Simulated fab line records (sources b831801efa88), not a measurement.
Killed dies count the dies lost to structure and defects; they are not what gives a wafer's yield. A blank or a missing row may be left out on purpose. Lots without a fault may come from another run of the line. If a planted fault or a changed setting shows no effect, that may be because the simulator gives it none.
Chamber matching / flow gf180mcu / GF_CONTACT_CMP_27 on cmp-01 has 4 sister chambers
The step polishes, stops on SiO2, t overpolish 15 s, target thk 0 nm. 8 wafers are shown with their chamber, then 7 later ones without.

## EACH WAFER AND ITS CHAMBER
wafer=L518.2; chamber=1; time-to-endpoint-s (s)=78; motor-current-A (A)=11.8
wafer=L518.5; chamber=0; time-to-endpoint-s (s)=86; motor-current-A (A)=12.0
wafer=L518.6; chamber=1; time-to-endpoint-s (s)=78; motor-current-A (A)=12.2
wafer=L526.2; chamber=3; time-to-endpoint-s (s)=78; motor-current-A (A)=11.5
wafer=L526.3; chamber=2; time-to-endpoint-s (s)=71; motor-current-A (A)=11.5
wafer=L526.4; chamber=0; time-to-endpoint-s (s)=83; motor-current-A (A)=11.8
wafer=L530.2; chamber=3; time-to-endpoint-s (s)=79; motor-current-A (A)=12.0
wafer=L530.3; chamber=2; time-to-endpoint-s (s)=69; motor-current-A (A)=11.1

## WAFERS WHOSE CHAMBER IS MISSING
wafer=L530.5; time-to-endpoint-s (s)=71; motor-current-A (A)=11.8
wafer=L532.3; time-to-endpoint-s (s)=81; motor-current-A (A)=11.7
wafer=L532.4; time-to-endpoint-s (s)=69; motor-current-A (A)=11.4
wafer=L532.5; time-to-endpoint-s (s)=75; motor-current-A (A)=11.9
wafer=L533.2; time-to-endpoint-s (s)=75; motor-current-A (A)=11.5
wafer=L533.4; time-to-endpoint-s (s)=71; motor-current-A (A)=12.1
wafer=L533.6; time-to-endpoint-s (s)=79; motor-current-A (A)=11.8

## CHAMBER TAKEN BY EACH
wafer=L530.5; from the rows above=2; in truth=2
wafer=L532.3; from the rows above=can't be placed: 3 or 1 or 0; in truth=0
wafer=L532.4; from the rows above=2; in truth=2
wafer=L532.5; from the rows above=can't be placed: 1 or 3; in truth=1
wafer=L533.2; from the rows above=can't be placed: 3 or 1 or 2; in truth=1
wafer=L533.4; from the rows above=2; in truth=2
wafer=L533.6; from the rows above=can't be placed: 3 or 1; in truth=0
Correct placement for 3 of the 7. Can't be placed from these rows: 4 (the true chamber is among the candidates in 3). Number placed wrongly: 0.
How it was worked out, from the rows above alone: a wafer's distance from a chamber is the root of the sum, over the readings, of the square of ((its reading less the chamber's mean) divided by the reading's scatter). The wafer belongs to the nearest chamber; if the next one is less than 2 further off, it can't be placed. The mean given for a chamber averages the wafers shown for that chamber. The scatter is the square root of a quotient: the sum, over the shown wafers, of each reading's squared deviation from its chamber's mean, divided by wafers minus chambers.
